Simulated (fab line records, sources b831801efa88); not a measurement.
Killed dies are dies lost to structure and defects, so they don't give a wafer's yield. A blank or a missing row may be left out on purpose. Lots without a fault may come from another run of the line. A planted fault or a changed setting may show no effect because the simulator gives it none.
A struck lot beside a sound one | flow sky130 | 15 steps out of a route of 708
Sound: wafers L500.2, L500.3, L500.4. Struck: wafers L509.2, L509.5, L509.6. The cause comes at the end.
At each step with rows: each side's tool, then ch and its chambers, then its first start. Under that, the readings that differ: sound wafers | struck wafers | difference of the means | sigmas: that difference in standard deviations of wafers without a fault.
alike: readings whose means differ by less than 2 such deviations, and words and numbers that are the same on both sides. not compared: withheld readings, readings that some wafer has no value for, bounds like >300 that may hide the same value, and numbers for which the record gives no deviation and whose values overlap.
The two part at a step that has a row with sigmas, a row that says differs or no value, or rows on one side only. Numbers that don't overlap but have no deviation are shown without sigmas and don't part them. A reading that every wafer of one side lacks parts them only if that side has two wafers or more.

SKY_POLY_GATE_CD_MEAS_22:
  sound on cd_sem-01, day 17 10:37; struck on cd_sem-01, day 20 09:02
  alike: cd_nm
then, 7 steps without rows for these wafers: SKY_LDD_N_DEHYDRATE_00 (time 60 s); SKY_LDD_N_HMDS_01 (prime time 60 s); SKY_LDD_N_COAT_02 (resist thk 300 nm); SKY_LDD_N_SOFTBAKE_03 (time 60 s); SKY_LDD_N_EXPOSE_04 (exposes mask NTM, target cd 840 nm); SKY_LDD_N_PEB_05; SKY_LDD_N_DEVELOP_06 (develop time 60 s).
SKY_LDD_N_OVL_MEAS_07:
  sound on overlay-02, day 18 16:17; struck on overlay-01, day 21 15:26
  alike: LDD_N_OVL
then, 3 steps without rows for these wafers: SKY_LDD_N_IMPLANT_08; SKY_LDD_N_IMPLANT_09; SKY_LDD_N_IMPLANT_10.
SKY_LDD_N_IMPLANT_11:
  sound on implanter-03 ch 0, day 18 16:47; struck on implanter-01 ch 0, day 21 15:56
  reading                   | sound                | struck               | difference | sigmas
  beam_energy_keV           | 19.999 19.995 20.000 | 20.407 20.400 20.393 | +0.402     | +66
  model.implant.drp_nm (nm) | 7.212 7.212 7.212    | 7.312 7.312 7.312    | +0.100     |
  alike: end_station_pressure_torr, faraday_current_uA, rotation_deg
then, 1 step without rows for these wafers: SKY_LDD_N_IMPLANT_12.
-- the record jumps here: 27 days lie between the struck wafers' starts before and after (it left off in module LDD_N and takes up again in module PAD_OPEN, whose first step shown is number 708 of the route) --
SKY_PAD_OPEN_PROBE_99:
  the record has rows for the struck wafers here (prober-02, day 48 14:18) and none for the sound ones

WHERE THEY PART
First at SKY_LDD_N_IMPLANT_11; last, within this record, at SKY_PAD_OPEN_PROBE_99.

WHY: what the simulator had put in
Process parameter drift: implanter-01, from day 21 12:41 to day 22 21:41, at SKY_LDD_N_IMPLANT_11. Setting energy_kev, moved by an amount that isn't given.
